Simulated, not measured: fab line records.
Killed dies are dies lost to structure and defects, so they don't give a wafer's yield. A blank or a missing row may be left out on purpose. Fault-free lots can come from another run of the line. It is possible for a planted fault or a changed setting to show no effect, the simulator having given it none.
A lot that was struck, set against a sound lot || flow sky130 || 15 steps out of a route of 708
Sound: wafers L637.2, L637.4, L637.5. Struck: wafers L638.4, L638.5, L638.6. The cause is named last.
Each step with rows lists, per side, the tool, then ch with its chambers, then its first start. Under that, the readings that differ: sound wafers || struck wafers || difference of the means || sigmas: that difference in standard deviations of wafers without a fault.
alike: a reading whose means differ by less than 2 such deviations, as well as words and numbers matching on both sides. not compared: withheld readings; readings where some wafer has no value; bounds like >300 that might hide an equal value; numbers whose values overlap and for which the record gives no deviation.
Wherever a step has rows on one side only, a row that says differs or no value, or a row with sigmas, the two part there. Numbers that have no deviation but don't overlap get no sigmas and don't part them. A reading that every wafer of one side lacks parts them only if that side has two wafers or more.

SKY_METAL3_STRIP_19: strips in O2/N2.
  sound on plasmaAsher-03 ch 1, day 40 15:17; struck on plasmaAsher-04 ch 0,1, day 40 22:02
  alike: chamberPressureMTorr, drypumpMotorCurrentA, oesProductAu, stripTimeToEndpointS
  not compared: rfHoursCounterH
then, 4 steps without rows for these wafers: SKY_METAL3_STRIP_20 (strips in post etch residue remover, time 1200 s); SKY_METAL3_CLEAN_21 (cleans in IPA, time 180 s); SKY_METAL3_CLEAN_22 (cleans in O3/DIW); SKY_VIA3_HDPCVD_00 (deposits SiO2, target thk 1635 nm, time 272.5 s).
SKY_VIA3_THK_MEAS_01:
  sound on filmMetro-02, day 40 16:05; struck on filmMetro-02, day 40 22:48
  alike: VIA3_HDPCVD_THK
SKY_VIA3_CMP_02: polishes SiO2.
  sound on cmp-02 ch 0,2,3, day 40 16:08; struck on cmp-01 ch 1,2, day 40 22:53
  alike: edgeZonePressureFrac, motorCurrentA, platenRpm
SKY_VIA3_BOW_MEAS_03:
  sound on filmMetro-02, day 40 16:27; struck on filmMetro-02, day 40 23:11
  alike: VIA3_BOW
then, 4 steps without rows for these wafers: SKY_VIA3_DEHYDRATE_04 (time 60 s); SKY_VIA3_HMDS_05 (prime time 60 s); SKY_VIA3_COAT_06 (resist thk 60 nm); SKY_VIA3_COAT_07 (resist thk 450 nm).
SKY_VIA3_SOFTBAKE_08: time 90 s.
  sound on lithoTrack-04 ch 0, day 41 04:00; struck on lithoTrack-01 ch 0, day 41 10:00
{"reading": "heaterPowerTotalW (W)", "sound": "57.50 57.25 57.42", "struck": "58.33 58.18 58.10", "difference": "+0.81", "sigmas": "+7"}
{"reading": "plateTempC (C)", "sound": "99.98 100.02 99.99", "struck": "- - -", "difference": "no value on the struck wafers", "sigmas": ""}
{"reading": "runLengthS (s)", "sound": "119.14 119.20 119.19", "struck": "115.82 115.61 115.81", "difference": -3.43, "sigmas": -29}
  alike: chillPlateTempC
then, 1 step without rows for these wafers: SKY_VIA3_EXPOSE_09 (exposes mask VIM3, target cd 200 nm).
-- the record jumps here: 6 days lie between the struck wafers' starts before and after (it left off in module VIA3 and takes up again in module PAD_OPEN, whose first step shown is number 708 of the route) --
SKY_PAD_OPEN_PROBE_99:
  sound on prober-01, day 47 12:41; struck on prober-01, day 47 14:54
  alike: defectLimitedYield, killed_at_M0_to_M3, killed_at_M4_up, killedAtContacts, killedAtFrontEnd, killedAtOther, killedDies, killedOpen, killedShort, sort_bin_3_pad_short, sort_bin_5_function, sort_bin_6_memory, sortNPass, sortYieldPct

## WHERE THEY PART
Only at SKY_VIA3_SOFTBAKE_08, within this record. Later steps at which nothing parts them and some readings are alike: SKY_PAD_OPEN_PROBE_99.

WHY: what had been put in by the simulator
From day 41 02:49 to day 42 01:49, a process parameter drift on lithoTrack-01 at SKY_VIA3_SOFTBAKE_08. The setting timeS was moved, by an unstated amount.
